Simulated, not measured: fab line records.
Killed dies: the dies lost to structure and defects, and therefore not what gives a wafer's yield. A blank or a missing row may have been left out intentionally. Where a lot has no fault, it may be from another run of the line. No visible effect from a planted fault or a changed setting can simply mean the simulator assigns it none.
Which tool was responsible?	flow gf180mcu	Sampling: 11 lots, 33 wafers, 4 of 602 route steps

## WHAT THE GAUGES SHOWED, per wafer
GF_PSD_TW_MEAS_11.
lot	measured	on	PSD_TW
L346	day 14 19:31	film metro-04	3155 3153 3160
L344	day 14 21:44	film metro-03	3166 3183 3177
L348	day 15 01:29	film metro-01	3168 3176 3175
L352	day 15 23:32	film metro-01	3174 3180 3193
L357	day 17 21:53	film metro-04	2951 2973 2953
L358	day 18 02:58	film metro-04	2945 2928 2946
L361	day 19 10:40	film metro-01	3195 3199 3193
L363	day 20 06:11	film metro-04	3164 3177 3183
L364	day 20 19:05	film metro-04	3178 3175 3181
L365	day 21 01:03	film metro-04	3148 3149 3159
L366	day 21 10:51	film metro-04	3153 3141 3155

## WHICH TOOL RAN EACH LOT (tool, then ch and the chambers of the sampled wafers, then the start)
lot	GF_HV_LDD_STRIP_49	GF_PSD_IMPLANT_09	GF_PSD_STRIP_10
L346	plasma asher-04 ch 0,1, day 12 22:32	implanter-02 ch 0, day 14 19:16	plasma asher-03 ch 0,1, day 14 19:24
L344	plasma asher-04 ch 0, day 13 00:32	implanter-02 ch 0, day 14 21:29	plasma asher-01 ch 0,1, day 14 21:38
L348	plasma asher-02 ch 0,1, day 13 03:08	implanter-01 ch 0, day 15 01:14	plasma asher-03 ch 1, day 15 01:23
L352	plasma asher-04 ch 0,1, day 14 01:50	implanter-02 ch 0, day 15 23:17	plasma asher-01 ch 0,1, day 15 23:26
L357	plasma asher-04 ch 1, day 15 18:26	implanter-02 ch 0, day 17 21:38	plasma asher-03 ch 1, day 17 21:47
L358	plasma asher-01 ch 0,1, day 15 22:16	implanter-02 ch 0, day 18 02:44	plasma asher-01 ch 0,1, day 18 02:53
L361	plasma asher-04 ch 0,1, day 17 05:43	implanter-01 ch 0, day 19 10:26	plasma asher-01 ch 0,1, day 19 10:34
L363	plasma asher-02 ch 1, day 18 00:55	implanter-01 ch 0, day 20 05:56	plasma asher-02 ch 0,1, day 20 06:05
L364	plasma asher-01 ch 0,1, day 18 14:38	implanter-04 ch 0, day 20 18:50	plasma asher-02 ch 0,1, day 20 18:59
L365	plasma asher-01 ch 0,1, day 18 21:41	implanter-01 ch 0, day 21 00:49	plasma asher-03 ch 0,1, day 21 00:56
L366	plasma asher-01 ch 0,1, day 19 08:16	implanter-01 ch 0, day 21 10:38	plasma asher-02 ch 0,1, day 21 10:46
- GF_HV_LDD_STRIP_49: strips in O2/N2.
- GF_PSD_IMPLANT_09
- GF_PSD_STRIP_10: strips in O2/N2.

## THE ANSWER, worked out from the rows above alone
Rule: the usual values come from the lots themselves. Put in order of their means at a reading, lots are off if they are a third of the lots or fewer, leave a main group of 4 or more, and stand apart from it by a gap of 3 or more times the standard deviation of the main group's means; of several such gaps the widest counts. The tables above print the reading to a certain number of digits; a main group whose means all agree to those digits is not used. Also off: a lot with no number at a reading for which 4 or more lots have one. The other lots that the step has rows for count as sound.
Off: L357, L358, at GF_PSD_TW_MEAS_11 (PSD_TW). The main group: mean 3171, standard deviation 14.
If a tool, at a process step before that reading, ran all the lots that are off and no sound lot after the first of them, it fits. Gauges at GF_PSD_TW_MEAS_11: tried the same way as those tools. One fits: GF_PSD_IMPLANT_09 on implanter-02. Its last sound lot is L352 (day 15 23:17), its first lot that is off L357 (day 17 21:38): a fault that began between those two fits.

## WHAT WAS PUT IN BY THE SIMULATOR
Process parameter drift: implanter-02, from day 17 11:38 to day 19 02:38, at GF_PSD_IMPLANT_09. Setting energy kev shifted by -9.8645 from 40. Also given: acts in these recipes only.
Lots struck among those shown: L357, L358. Same finding as the rule above.
